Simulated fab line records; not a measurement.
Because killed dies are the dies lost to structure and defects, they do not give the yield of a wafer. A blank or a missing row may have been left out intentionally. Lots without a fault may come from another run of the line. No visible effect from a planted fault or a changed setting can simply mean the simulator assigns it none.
A lot that was struck, set against a sound lot | flow gf180mcu | 17 out of 602 route steps
Sound: wafers L546.4, L546.5, L546.6. Wafers struck: L555.2, L555.3, L555.6. The cause is given at the end.
Order at every step that has rows: each side's tool, ch and its chambers, its first start. Under that, the readings that differ: sound wafers | struck wafers | difference of the means | sigmas: that difference in standard deviations of wafers without a fault.
alike: words and numbers the same on both sides, and readings whose means are apart by under 2 such deviations; not compared: readings that were withheld, readings missing a value for some wafer, numbers with overlapping values and no deviation given by the record, and bounds like >300 which may hide the same value.
The two part at a step that has a row with sigmas, a row that says differs or no value, or rows on one side only. When numbers do not overlap yet have no deviation, they are printed without sigmas and do not part them. A reading missing from all wafers of one side parts the sides only when that side holds two or more wafers.

first, 3 steps without rows for these wafers: GF_LVPWELL_EXPOSE_04 (exposes mask LVPWELL, target cd 600 nm); GF_LVPWELL_PEB_05; GF_LVPWELL_DEVELOP_06 (develop time 60 s).
GF_LVPWELL_OVL_MEAS_07:
  struck on overlay-02, day 6 15:02; sound on overlay-02, day 4 13:14
  alike: LVPWELL_OVL
then, 2 steps without rows for these wafers: GF_LVPWELL_IMPLANT_08; GF_LVPWELL_IMPLANT_09.
GF_LVPWELL_STRIP_10: strips in O2/N2.
  sound on plasmaAsher-03 ch 0,1, day 4 13:35; struck on plasmaAsher-02 ch 0, day 6 15:22
  alike: drypumpMotorCurrentA, heaterPowerW, o2FlowSccm, oesProductAu, stripTimeToEndpointS
  not compared: rfHoursCounterH
GF_LVPWELL_TW_MEAS_11:
  struck on filmMetro-02, day 6 15:28; sound on filmMetro-02, day 4 13:41
  alike: LVPWELL_TW
then, 4 steps without rows for these wafers: GF_MVSD_DEHYDRATE_00 (time 60 s); GF_MVSD_HMDS_01 (prime time 60 s); GF_MVSD_COAT_02 (resist thk 3000 nm); GF_MVSD_SOFTBAKE_03.
GF_MVSD_EXPOSE_04: exposes mask MVSD, target cd 1000 nm.
  sound on ilineStepper-01 ch 0, day 4 20:58; struck on ilineStepper-02 ch 0, day 6 23:02
reading                    | sound                | struck               | difference | sigmas
model.MVSD.overlayXNm (nm) | 0.7081 0.7081 0.7081 | -131.3 -131.3 -131.3 | -132.0     | 
  alike: mask, exposureDoseMJCm2, reticleTempC
then, 2 steps without rows for these wafers: GF_MVSD_PEB_05; GF_MVSD_DEVELOP_06 (develop time 60 s).
GF_MVSD_OVL_MEAS_07:
  struck on overlay-01, day 7 06:29; sound on overlay-01, day 5 03:17
reading       | sound       | struck               | difference | sigmas
MVSD_OVL (nm) | 2.4 1.6 0.7 | -131.9 -131.8 -131.8 | -133.4     | -89
  not compared: hold
GF_PASSIVATION_PROBE_99:
  the record has rows for the sound wafers here (prober-01, day 29 23:34) and none for the struck ones

## WHERE THEY PART
Earliest at GF_MVSD_OVL_MEAS_07; latest, in this record, at GF_PASSIVATION_PROBE_99.

WHY: whatever the simulator had introduced
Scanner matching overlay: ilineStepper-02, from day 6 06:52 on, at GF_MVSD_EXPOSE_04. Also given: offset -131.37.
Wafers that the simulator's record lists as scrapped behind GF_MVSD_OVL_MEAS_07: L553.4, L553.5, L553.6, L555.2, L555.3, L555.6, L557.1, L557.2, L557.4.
